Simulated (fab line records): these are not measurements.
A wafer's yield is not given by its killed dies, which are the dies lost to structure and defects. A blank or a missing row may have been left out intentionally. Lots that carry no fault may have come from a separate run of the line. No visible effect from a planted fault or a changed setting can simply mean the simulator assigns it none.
fab line records ; flow sky130
record lots=5; wafers=15; last-day=50
route steps=708 shown VT_ADJUST_LVTN@111 VT_ADJUST_NCORE@119 VT_ADJUST_HVTR@131 VT_ADJUST_PCH@143 PAD_OPEN@708
lots that met no fault: taken from a fault-free run of the same line
start-h: hours from the record's first day to the start of the lot's first wafer shown ; wait-h: hours from the lot's prior step to this one ; " as in the row above ; L1.1+2: a row that stands for several wafers ; - no value present, or no start provided ; * or withheld: withheld ; < > ~ a bound
route shown NAME@n: a module of which the file shows steps, and the number in the route of the first ; usual: mean/standard deviation of fault-free wafers ; same: alike in all rows ; chamber/n: place in a boat ; sites: readings site by site ; _std_site: their standard deviation ; _edge_site: outer sites' mean less inner sites' ; radius-mm: for every site, how far away it sits from the centre of the wafer ; mask NAME#n: copy n ; behind: the most recent tool/chamber to have shaped the wafer ; hold: why the lot was held/for how many hours/how that ended ; device: whichever transistor did not switch (one of n, p or np) ; end of line: the tests these same wafers got at the end of their route ; for a step that has no rows: nothing shown but its recipe ; killed: count of dies lost to structure and defects at first sort (not the wafer's yield) ; map: a wafer's dies, x killed, . not, _ none there
set.NAME: the run value of the setting; set.NAME@STEP: its run value at that earlier step ; model.NAME: the simulator's own value behind a step, which no gauge read
lots at some steps of the route; a table a step, a row a wafer
services: the hour from which a tool's chamber was out of use, counted from the record's first day as start-h (under 0 if before that day), plus the number of hours and why
## steps
# step SKY_VT_ADJUST_LVTN_SOFTBAKE_14
# recipe temp-c=90; time-s=60; resist=NOVOLAK
# step SKY_VT_ADJUST_LVTN_EXPOSE_15
# recipe mask-id=HVN_STD_DERIVED; na=0.6; source-shape=conventional; sigma-outer=0.6; polarization=unpolarized; target-cd-nm=600; dose-mj=163
# step SKY_VT_ADJUST_LVTN_PEB_16
# recipe temp-c=withheld; time-s=*; resist=NOVOLAK
# step SKY_VT_ADJUST_LVTN_DEVELOP_17
# recipe resist=NOVOLAK; developer=TMAH; develop-time-s=60; dev-temp-c=23
# step SKY_VT_ADJUST_LVTN_OVL_MEAS_18
# usual VT_ADJUST_LVTN_01_OVL=-0.8/1.3
lot.wafer;tool;chamber;start-h;wait-h;VT_ADJUST_LVTN_01_OVL[nm]
L652.1;overlay-01;-;217.75;0.1;-0.6
L652.2;overlay-01;-;217.75;0.1;-1.4
L652.3;overlay-01;-;217.75;0.1;0.1
L653.2;overlay-02;-;220.99;0.1;-1.7
L653.3;overlay-02;-;220.99;0.1;-2.6
L653.4;overlay-02;-;220.99;0.1;-3.4
L654.1;overlay-01;-;228.14;0.1;-1.2
L654.2;overlay-01;-;228.14;0.1;-2.0
L654.4;overlay-01;-;228.14;0.1;-1.1
L665.1;overlay-02;-;303.04;0.1;-0.1
L665.2;overlay-02;-;303.04;0.1;-1.8
L665.6;overlay-02;-;303.04;0.1;-1.3
L667.3;overlay-02;-;330.99;0.1;-2.1
L667.5;overlay-02;-;330.99;0.1;-1.5
L667.6;overlay-02;-;330.99;0.1;-2.3
# step SKY_VT_ADJUST_LVTN_IMPLANT_19
# recipe species=B; energy-kev=30; dose-cm2=6.5e+11; tilt-deg=withheld
# step SKY_VT_ADJUST_LVTN_STRIP_20
# recipe chemistry=O2/N2; power-w=1400; pressure-mtorr=1500; platen-temp-c=withheld; o2-flow-sccm=3000; n2-flow-sccm=300; overash-fraction=0.5
# usual drypump-motor-current-A=5.9/0.4; oes-product-au=0.716/0.0049; strip-time-to-endpoint-s=14.17/0.032
lot.wafer;tool;chamber;start-h;wait-h;drypump-motor-current-A;oes-product-au;rf-hours-counter-h;strip-time-to-endpoint-s
L652.1;plasma-asher-01;0;217.93;0.1;5.9;0.718;37;14.19
L652.2;plasma-asher-01;1;217.93;0.1;5.6;0.712;37;14.12
L652.3;plasma-asher-01;0;217.93;0.1;5.9;0.715;-;14.20
L653.2;plasma-asher-01;0;221.17;0.1;5.9;0.722;37;14.20
L653.3;plasma-asher-01;1;221.17;0.1;5.6;0.718;-;14.24
L653.4;plasma-asher-01;0;221.17;0.1;5.9;0.719;-;14.16
L654.1;plasma-asher-01;1;228.32;0.1;5.6;0.720;38;14.19
L654.2;plasma-asher-01;0;228.32;0.1;6.0;0.711;38;14.22
L654.4;plasma-asher-01;1;228.32;0.1;5.6;0.720;-;14.18
L665.1;plasma-asher-01;1;303.22;0.1;5.6;0.711;46;14.20
L665.2;plasma-asher-01;0;303.22;0.1;5.9;0.720;46;14.22
L665.6;plasma-asher-01;0;303.22;0.1;5.9;0.718;-;14.19
L667.3;plasma-asher-04;1;331.20;0.1;6.7;0.710;-;14.18
L667.5;plasma-asher-04;1;331.20;0.1;6.7;0.709;-;14.13
L667.6;plasma-asher-04;0;331.20;0.1;5.4;0.717;-;14.17
# step SKY_VT_ADJUST_LVTN_TW_MEAS_21
# usual VT_ADJUST_LVTN_2_TW=187.3/1.2
lot.wafer;tool;chamber;start-h;wait-h;VT_ADJUST_LVTN_2_TW
L652.1;film-metro-02;-;218.03;0.1;188.2
L652.2;film-metro-02;-;218.03;0.1;186.7
L652.3;film-metro-02;-;218.03;0.1;187.7
L653.2;film-metro-02;-;221.28;0.1;186.9
L653.3;film-metro-02;-;221.28;0.1;186.5
L653.4;film-metro-02;-;221.28;0.1;186.3
L654.1;film-metro-02;-;228.42;0.1;187.2
L654.2;film-metro-02;-;228.42;0.1;186.8
L654.4;film-metro-02;-;228.42;0.1;187.7
L665.1;film-metro-02;-;303.32;0.1;186.9
L665.2;film-metro-02;-;303.32;0.1;186.8
L665.6;film-metro-02;-;303.32;0.1;187.0
L667.3;film-metro-03;-;331.29;0.1;188.6
L667.5;film-metro-03;-;331.29;0.1;188.8
L667.6;film-metro-03;-;331.29;0.1;188.3
# step SKY_VT_ADJUST_NCORE_DEHYDRATE_00
# recipe temp-c=200; time-s=60
# step SKY_VT_ADJUST_NCORE_HMDS_01
# recipe prime-time-s=60; prime-temp-c=120
# step SKY_VT_ADJUST_NCORE_COAT_02
# recipe resist=NOVOLAK; spin-rpm=3000; resist-thk-nm=1140
# step SKY_VT_ADJUST_NCORE_SOFTBAKE_03
# recipe temp-c=90; time-s=60; resist=NOVOLAK
# step SKY_VT_ADJUST_NCORE_EXPOSE_04
# recipe mask-id=LVTN_COMPLEMENT_THIN; na=0.6; source-shape=conventional; sigma-outer=0.6; polarization=unpolarized; target-cd-nm=380; dose-mj=139
lot.wafer;tool;chamber;start-h;wait-h;mask
L652.1+2+3;iline-stepper-01;0;229.56;-;LVTN_COMPLEMENT_THIN#0
L653.2+3+4;iline-stepper-02;0;233.38;-;LVTN_COMPLEMENT_THIN#0
L654.1+2+4;iline-stepper-02;0;239.63;-;HVTRM#0
L665.1+2+6;iline-stepper-02;0;315.64;-;LVTN_COMPLEMENT_THIN#0
L667.3+5+6;iline-stepper-02;0;344.52;-;LVTN_COMPLEMENT_THIN#0
# step SKY_VT_ADJUST_NCORE_PEB_05
# recipe temp-c=withheld; time-s=*; resist=NOVOLAK
# step SKY_VT_ADJUST_NCORE_DEVELOP_06
# recipe resist=NOVOLAK; developer=TMAH; develop-time-s=60; dev-temp-c=23
# step SKY_VT_ADJUST_NCORE_CD_MEAS_07
# recipe target-cd-nm=380
# usual cd-nm=379.5/2
lot.wafer;tool;chamber;start-h;wait-h;cd-nm
L652.1;cd-sem-02;-;240.83;0.1;384.3
L652.2;cd-sem-02;-;240.83;0.1;383.9
L652.3;cd-sem-02;-;240.83;0.1;380.9
L653.2;cd-sem-02;-;243.80;0.1;381.0
L653.3;cd-sem-02;-;243.80;0.1;380.9
L653.4;cd-sem-02;-;243.80;0.1;379.1
L654.1;cd-sem-02;-;250.93;0.1;-
L654.2;cd-sem-02;-;250.93;0.1;-
L654.4;cd-sem-02;-;250.93;0.1;-
L665.1;cd-sem-02;-;328.95;0.1;381.1
L665.2;cd-sem-02;-;328.95;0.1;380.5
L665.6;cd-sem-02;-;328.95;0.1;379.8
L667.3;cd-sem-01;-;358.17;0.1;377.0
L667.5;cd-sem-01;-;358.17;0.1;376.6
L667.6;cd-sem-01;-;358.17;0.1;375.4
# step SKY_VT_ADJUST_NCORE_OVL_MEAS_08
# usual VT_ADJUST_NCORE_OVL=0.1/1.6
lot.wafer;tool;chamber;start-h;wait-h;VT_ADJUST_NCORE_OVL[nm]
L652.1;overlay-01;-;240.95;0.1;0.8
L652.2;overlay-01;-;240.95;0.1;-0.3
L652.3;overlay-01;-;240.95;0.1;1.9
L653.2;overlay-02;-;243.91;0.1;1.9
L653.3;overlay-02;-;243.91;0.1;3.0
L653.4;overlay-02;-;243.91;0.1;4.8
L654.1;overlay-02;-;251.05;0.1;-
L654.2;overlay-02;-;251.05;0.1;-
L654.4;overlay-02;-;251.05;0.1;-
L665.1;overlay-02;-;329.07;0.1;0.2
L665.2;overlay-02;-;329.07;0.1;1.4
L665.6;overlay-02;-;329.07;0.1;-1.0
L667.3;overlay-02;-;358.27;0.1;-0.1
L667.5;overlay-02;-;358.27;0.1;-2.1
L667.6;overlay-02;-;358.27;0.1;0.5
# step SKY_VT_ADJUST_NCORE_IMPLANT_09
# recipe species=B; energy-kev=10; dose-cm2=2.4e+12; tilt-deg=withheld
# step SKY_VT_ADJUST_NCORE_STRIP_10
# recipe chemistry=O2/N2; power-w=1400; pressure-mtorr=1500; platen-temp-c=withheld; o2-flow-sccm=3000; n2-flow-sccm=300; overash-fraction=0.5
# usual drypump-motor-current-A=6.1/0.44; oes-product-au=0.715/0.0047; strip-time-to-endpoint-s=14.17/0.035
lot.wafer;tool;chamber;start-h;wait-h;drypump-motor-current-A;oes-product-au;rf-hours-counter-h;strip-time-to-endpoint-s
L652.1;plasma-asher-03;1;241.14;0.1;6.4;0.714;58;14.18
L652.2;plasma-asher-03;0;241.14;0.1;6.4;0.709;58;14.13
L652.3;plasma-asher-03;0;241.14;0.1;6.4;0.715;-;14.19
L653.2;plasma-asher-04;1;244.09;0.1;6.7;0.709;57;14.20
L653.3;plasma-asher-04;1;244.09;0.1;6.7;0.717;-;14.14
L653.4;plasma-asher-04;0;244.09;0.1;5.3;0.720;-;14.22
L654.1;plasma-asher-01;1;251.24;0.1;5.6;0.718;40;14.23
L654.2;plasma-asher-01;0;251.24;0.1;6.0;0.715;40;14.23
L654.4;plasma-asher-01;0;251.24;0.1;6.0;0.717;-;14.23
L665.1;plasma-asher-01;0;329.26;0.1;6.0;0.709;48;14.14
L665.2;plasma-asher-01;1;329.26;0.1;5.6;0.717;48;14.12
L665.6;plasma-asher-01;0;329.26;0.1;5.9;0.712;-;14.11
L667.3;plasma-asher-04;1;358.47;0.1;6.7;0.719;-;14.09
L667.5;plasma-asher-04;0;358.47;0.1;5.4;0.721;-;14.15
L667.6;plasma-asher-04;1;358.47;0.1;6.7;0.718;-;14.16
# step SKY_VT_ADJUST_NCORE_TW_MEAS_11
# usual VT_ADJUST_NCORE_TW=218.0/1.5
lot.wafer;tool;chamber;start-h;wait-h;VT_ADJUST_NCORE_TW
L652.1;film-metro-03;-;241.24;0.1;216.9
L652.2;film-metro-03;-;241.24;0.1;216.9
L652.3;film-metro-03;-;241.24;0.1;215.0
L653.2;film-metro-01;-;244.20;0.1;220.2
L653.3;film-metro-01;-;244.20;0.1;221.7
L653.4;film-metro-01;-;244.20;0.1;219.7
L654.1;film-metro-03;-;251.34;0.1;29.8
L654.2;film-metro-03;-;251.34;0.1;29.6
L654.4;film-metro-03;-;251.34;0.1;29.7
L665.1;film-metro-03;-;329.36;0.1;219.4
L665.2;film-metro-03;-;329.36;0.1;219.7
L665.6;film-metro-03;-;329.36;0.1;219.0
L667.3;film-metro-03;-;358.56;0.1;218.1
L667.5;film-metro-03;-;358.56;0.1;218.2
L667.6;film-metro-03;-;358.56;0.1;218.6
# step SKY_VT_ADJUST_HVTR_DEHYDRATE_00
# recipe temp-c=200; time-s=60
# step SKY_VT_ADJUST_HVTR_HMDS_01
# recipe prime-time-s=60; prime-temp-c=120
# step SKY_VT_ADJUST_HVTR_COAT_02
# recipe resist=NOVOLAK; spin-rpm=3000; resist-thk-nm=1140
# step SKY_VT_ADJUST_HVTR_SOFTBAKE_03
# recipe temp-c=90; time-s=60; resist=NOVOLAK
# step SKY_VT_ADJUST_HVTR_EXPOSE_04
# recipe mask-id=HVTRM; target-cd-nm=380; na=0.6; source-shape=conventional; sigma-outer=0.6; dose-mj=150
# step SKY_VT_ADJUST_HVTR_PEB_05
# recipe temp-c=withheld; time-s=*; resist=NOVOLAK
# step SKY_VT_ADJUST_HVTR_DEVELOP_06
# recipe develop-time-s=62.5; dev-temp-c=23
# step SKY_VT_ADJUST_HVTR_CD_MEAS_07
# recipe target-cd-nm=380
# usual cd-nm=379.6/2.5
lot.wafer;tool;chamber;start-h;wait-h;cd-nm
L652.1;cd-sem-02;-;264.18;0.1;379.1
L652.2;cd-sem-02;-;264.18;0.1;379.6
L652.3;cd-sem-02;-;264.18;0.1;380.0
L653.2;cd-sem-02;-;267.11;0.1;376.7
L653.3;cd-sem-02;-;267.11;0.1;380.3
L653.4;cd-sem-02;-;267.11;0.1;378.5
L654.1;cd-sem-01;-;275.05;0.1;378.9
L654.2;cd-sem-01;-;275.05;0.1;378.0
L654.4;cd-sem-01;-;275.05;0.1;377.4
L665.1;cd-sem-02;-;355.88;0.1;380.0
L665.2;cd-sem-02;-;355.88;0.1;382.5
L665.6;cd-sem-02;-;355.88;0.1;380.2
L667.3;cd-sem-01;-;386.47;0.1;381.5
L667.5;cd-sem-01;-;386.47;0.1;382.6
L667.6;cd-sem-01;-;386.47;0.1;378.5
# step SKY_VT_ADJUST_HVTR_OVL_MEAS_08
# usual VT_ADJUST_HVTR_OVL=0.4/1.3
lot.wafer;tool;chamber;start-h;wait-h;VT_ADJUST_HVTR_OVL[nm]
L652.1;overlay-02;-;264.30;0.1;-1.4
L652.2;overlay-02;-;264.30;0.1;-0.2
L652.3;overlay-02;-;264.30;0.1;0.1
L653.2;overlay-01;-;267.21;0.1;0.2
L653.3;overlay-01;-;267.21;0.1;1.0
L653.4;overlay-01;-;267.21;0.1;0.1
L654.1;overlay-02;-;275.17;0.1;-0.7
L654.2;overlay-02;-;275.17;0.1;0.5
L654.4;overlay-02;-;275.17;0.1;-1.8
L665.1;overlay-01;-;356.00;0.1;1.1
L665.2;overlay-01;-;356.00;0.1;-1.0
L665.6;overlay-01;-;356.00;0.1;0.4
L667.3;overlay-02;-;386.57;0.1;-2.2
L667.5;overlay-02;-;386.57;0.1;-0.5
L667.6;overlay-02;-;386.57;0.1;-1.1
# step SKY_VT_ADJUST_HVTR_IMPLANT_09
# recipe species=B; energy-kev=10; dose-cm2=2.1e+12; tilt-deg=withheld
# step SKY_VT_ADJUST_HVTR_STRIP_10
# recipe chemistry=O2/N2; power-w=1400; pressure-mtorr=1500; platen-temp-c=withheld; o2-flow-sccm=3000; n2-flow-sccm=300; overash-fraction=0.5
# usual drypump-motor-current-A=6.0/0.35; oes-product-au=0.715/0.0048; strip-time-to-endpoint-s=14.19/0.04
lot.wafer;tool;chamber;start-h;wait-h;drypump-motor-current-A;oes-product-au;rf-hours-counter-h;strip-time-to-endpoint-s
L652.1;plasma-asher-03;0;264.49;0.1;6.4;0.719;60;14.19
L652.2;plasma-asher-03;1;264.49;0.1;6.4;0.718;60;14.12
L652.3;plasma-asher-03;1;264.49;0.1;6.4;0.705;-;14.14
L653.2;plasma-asher-01;0;267.39;0.1;6.0;0.712;42;14.15
L653.3;plasma-asher-01;0;267.39;0.1;6.0;0.713;-;14.16
L653.4;plasma-asher-01;1;267.39;0.1;5.6;0.715;-;14.16
L654.1;plasma-asher-02;0;275.35;0.1;5.5;0.712;16;14.13
L654.2;plasma-asher-02;1;275.35;0.1;6.0;0.717;16;14.20
L654.4;plasma-asher-02;0;275.35;0.1;5.5;0.711;-;14.11
L665.1;plasma-asher-02;1;356.19;0.1;6.0;0.715;24;14.19
L665.2;plasma-asher-02;0;356.19;0.1;5.5;0.708;24;14.18
L665.6;plasma-asher-02;0;356.19;0.1;5.5;0.715;-;14.12
L667.3;plasma-asher-02;0;386.77;0.1;5.5;0.716;-;14.16
L667.5;plasma-asher-02;1;386.77;0.1;5.9;0.709;-;14.20
L667.6;plasma-asher-02;0;386.77;0.1;5.5;0.713;-;14.09
# step SKY_VT_ADJUST_HVTR_TW_MEAS_11
# usual VT_ADJUST_HVTR_TW=210.2/1.1
lot.wafer;tool;chamber;start-h;wait-h;VT_ADJUST_HVTR_TW
L652.1;film-metro-02;-;264.59;0.1;210.6
L652.2;film-metro-02;-;264.59;0.1;210.2
L652.3;film-metro-02;-;264.59;0.1;210.9
L653.2;film-metro-03;-;267.52;0.1;209.6
L653.3;film-metro-03;-;267.52;0.1;208.7
L653.4;film-metro-03;-;267.52;0.1;209.8
L654.1;film-metro-02;-;275.45;0.1;262.5
L654.2;film-metro-02;-;275.45;0.1;262.4
L654.4;film-metro-02;-;275.45;0.1;262.6
L665.1;film-metro-01;-;356.29;0.1;212.4
L665.2;film-metro-01;-;356.29;0.1;211.4
L665.6;film-metro-01;-;356.29;0.1;212.9
L667.3;film-metro-01;-;386.86;0.1;210.4
L667.5;film-metro-01;-;386.86;0.1;210.1
L667.6;film-metro-01;-;386.86;0.1;209.4
# step SKY_VT_ADJUST_PCH_DEHYDRATE_00
# recipe temp-c=200; time-s=60
# step SKY_PAD_OPEN_PROBE_99
lot.wafer;tool;chamber;start-h;wait-h;model.etest.pfet_16v.r-on-ohm-um;model.etest.nfet_16v.r-on-ohm-um;model.etest.pfet-g5v0d10v5.r-on-ohm-um;model.etest.tip-p.rs-ohm-sq;model.etest.pfet_01v8.r-on-ohm-um;model.etest.res-pwell-under-gate.rs-ohm-sq;model.etest.nfet-g5v0d10v5.r-on-ohm-um;model.etest.tip_p_5v.rs-ohm-sq
L652.1;prober-02;-;1126.40;0.1;1.503e+04;1.418e+04;4752;6859;2814;2298;1900;2857
L652.2;prober-02;-;1126.45;0.1;1.544e+04;1.425e+04;4850;6947;3005;2327;1941;2867
L652.3;prober-02;-;1126.50;0.2;1.508e+04;1.416e+04;4805;6898;2932;2312;1912;2876
L653.2;prober-01;-;1128.24;0.1;1.517e+04;1.457e+04;4789;6934;2899;2286;1909;2838
L653.3;prober-01;-;1128.29;0.2;1.511e+04;1.474e+04;4810;6906;2959;2298;1933;2866
L653.4;prober-01;-;1128.34;0.2;1.504e+04;1.451e+04;4756;6828;2936;2292;1929;2842
L654.1;prober-02;-;1133.27;0.1;1.854e+04;1.09e+04;5986;7618;3377;2584;1574;3136
L654.2;prober-02;-;1133.32;0.1;1.849e+04;1.093e+04;5898;7520;3252;2603;1548;3152
L654.4;prober-02;-;1133.42;0.2;1.871e+04;1.111e+04;5966;7585;3325;2588;1580;3120
L665.1;prober-01;-;1190.90;0.1;1.489e+04;1.391e+04;4683;6698;2812;2287;1852;2834
L665.2;prober-01;-;1190.95;0.1;1.505e+04;1.383e+04;4745;6726;2859;2306;1855;2859
L665.6;prober-01;-;1191.15;0.2;1.475e+04;1.386e+04;4708;6667;2877;2280;1868;2852
L667.3;prober-02;-;1205.91;0.2;1.551e+04;1.424e+04;4710;6825;2848;2309;1878;2866
L667.5;prober-02;-;1206.01;0.2;1.55e+04;1.423e+04;4756;6848;2856;2301;1887;2867
L667.6;prober-02;-;1206.06;0.2;1.507e+04;1.416e+04;4793;6775;2824;2295;1904;2858
# killed by level:class
L652.1 CONTACT:geometric-particle:open=9 VIA2:geometric-particle:open=7 FIELD_ISO:geometric-particle:short=6 LI_CONTACT:geometric-particle:open=6 VIA1:geometric-particle:open=6 VIA1:geometric-particle:short=6 FIELD_ISO:geometric-particle:open=5 POLY_GATE:geometric-particle:open=5
L652.2 VIA2:geometric-particle:open=12 VIA1:geometric-particle:open=10 METAL2:geometric-particle:short=8 CONTACT:geometric-particle:open=8 VIA3:geometric-particle:open=7 VIA1:geometric-particle:short=6 FIELD_ISO:geometric-particle:short=5 LI_CONTACT:geometric-particle:open=5
L652.3 CONTACT:geometric-particle:open=10 FIELD_ISO:geometric-particle:open=7 POLY_GATE:geometric-particle:open=7 VIA3:geometric-particle:open=7 VIA1:geometric-particle:open=6 METAL2:geometric-particle:short=6 FIELD_ISO:geometric-particle:short=5 CONTACT:geometric-particle:short=5
L653.2 VIA1:geometric-particle:open=11 LI_CONTACT:geometric-particle:open=9 CONTACT:geometric-particle:open=9 METAL2:geometric-particle:short=9 VIA2:geometric-particle:open=8 CONTACT:geometric-particle:short=7 VIA1:geometric-particle:short=6 METAL1:geometric-particle:short=6
L653.3 VIA1:geometric-particle:open=11 CONTACT:geometric-particle:open=10 VIA3:geometric-particle:open=10 CONTACT:geometric-particle:short=9 LI_CONTACT:geometric-particle:open=8 LI_CONTACT:geometric-particle:short=5 VIA3:geometric-particle:short=5 METAL3:geometric-particle:short=4
L653.4 VIA1:geometric-particle:open=13 CONTACT:geometric-particle:open=10 METAL2:geometric-particle:short=9 CONTACT:geometric-particle:short=7 VIA1:geometric-particle:short=6 LI_CONTACT:geometric-particle:open=5 FIELD_ISO:geometric-particle:short=4 FIELD_ISO:geometric-particle:open=4
L665.1 VIA1:geometric-particle:open=16 CONTACT:geometric-particle:open=14 VIA1:geometric-particle:short=7 FIELD_ISO:geometric-particle:open=6 LI_CONTACT:geometric-particle:open=6 CONTACT:geometric-particle:short=6 VIA3:geometric-particle:open=6 LOCAL_INTERCONNECT:geometric-particle:short=5
L665.2 VIA1:geometric-particle:open=18 CONTACT:geometric-particle:open=12 VIA3:geometric-particle:open=8 METAL2:geometric-particle:short=7 METAL1:geometric-particle:short=6 VIA1:geometric-particle:short=6 LI_CONTACT:geometric-particle:open=5 FIELD_ISO:geometric-particle:open=4
L665.6 VIA1:geometric-particle:open=16 VIA1:geometric-particle:short=10 CONTACT:geometric-particle:open=9 VIA3:geometric-particle:open=8 METAL2:geometric-particle:short=6 POLY_GATE:geometric-particle:open=6 VIA2:geometric-particle:open=6 POLY_GATE:geometric-particle:short=5
L667.3 CONTACT:geometric-particle:open=10 VIA1:geometric-particle:open=10 LI_CONTACT:geometric-particle:open=9 VIA2:geometric-particle:open=9 METAL1:geometric-particle:short=7 VIA1:geometric-particle:short=7 LOCAL_INTERCONNECT:geometric-particle:short=6 VIA2:geometric-particle:short=5
L667.5 CONTACT:geometric-particle:open=14 POLY_GATE:geometric-particle:open=12 VIA3:geometric-particle:open=7 LI_CONTACT:geometric-particle:short=6 VIA1:geometric-particle:open=6 FIELD_ISO:geometric-particle:short=5 POLY_GATE:geometric-particle:short=5 CONTACT:geometric-particle:short=4
L667.6 METAL1:geometric-particle:short=11 VIA1:geometric-particle:open=9 LI_CONTACT:geometric-particle:open=7 METAL2:geometric-particle:short=7 LOCAL_INTERCONNECT:geometric-particle:short=6 CONTACT:geometric-particle:open=6 VIA3:geometric-particle:open=6 POLY_GATE:geometric-particle:short=5
## services
tool;chamber;start-h;hours;kind
iline-stepper-01;0;216.72;-;calibration
plasma-asher-04;-;238.54;0.3;repair
iline-stepper-02;0;241.99;-;calibration
plasma-asher-03;-;242.68;5.4;repair
iline-stepper-02;-;259.97;1.7;pm
plasma-asher-04;-;266.28;10.0;repair
plasma-asher-01;-;344.45;15.6;pm
plasma-asher-04;-;353.77;3.3;repair
iline-stepper-01;-;386.67;1.7;pm
## key
first-sign step=SKY_VT_ADJUST_NCORE_EXPOSE_04; reading=mask; direction=changed
effect step=SKY_VT_ADJUST_NCORE_CD_MEAS_07; reading=cd-nm; direction=missing
effect step=SKY_VT_ADJUST_NCORE_OVL_MEAS_08; reading=VT_ADJUST_NCORE_OVL; direction=missing
effect step=SKY_VT_ADJUST_NCORE_TW_MEAS_11; reading=VT_ADJUST_NCORE_TW; direction=down; sigmas=99+; usual=218.0; struck=29.7
effect step=SKY_VT_ADJUST_HVTR_TW_MEAS_11; reading=VT_ADJUST_HVTR_TW; direction=up; sigmas=48; usual=210.2; struck=262.5
model-effect step=SKY_PAD_OPEN_PROBE_99; value=etest.pfet_16v.r-on-ohm-um; without=1.516e+04; struck=1.858e+04
met-at SKY_VT_ADJUST_NCORE_EXPOSE_04
struck-wafers L654.1,L654.2,L654.4
sort-left-out L654.1,L654.2,L654.4
tester-left-out L654
onset-between 233.38 239.63
fault kind=wrong-mask; tool=any; chamber=-; onset-h=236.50; steps=SKY_VT_ADJUST_NCORE_EXPOSE_04; aux-copy=HVTRM#0; scope=struck-lots-only
# tester-left-out: of these lots the tester's yield and bins aren't shown, on N5 and GAA mostly nor the transistor test; their killed dies are dies lost to structure and defects alone, not to doping, threshold or leakage, so they don't give the yield
# sort-left-out: the simulated sort isn't trusted on such a fault, so these wafers' sort isn't shown, and their yield isn't known
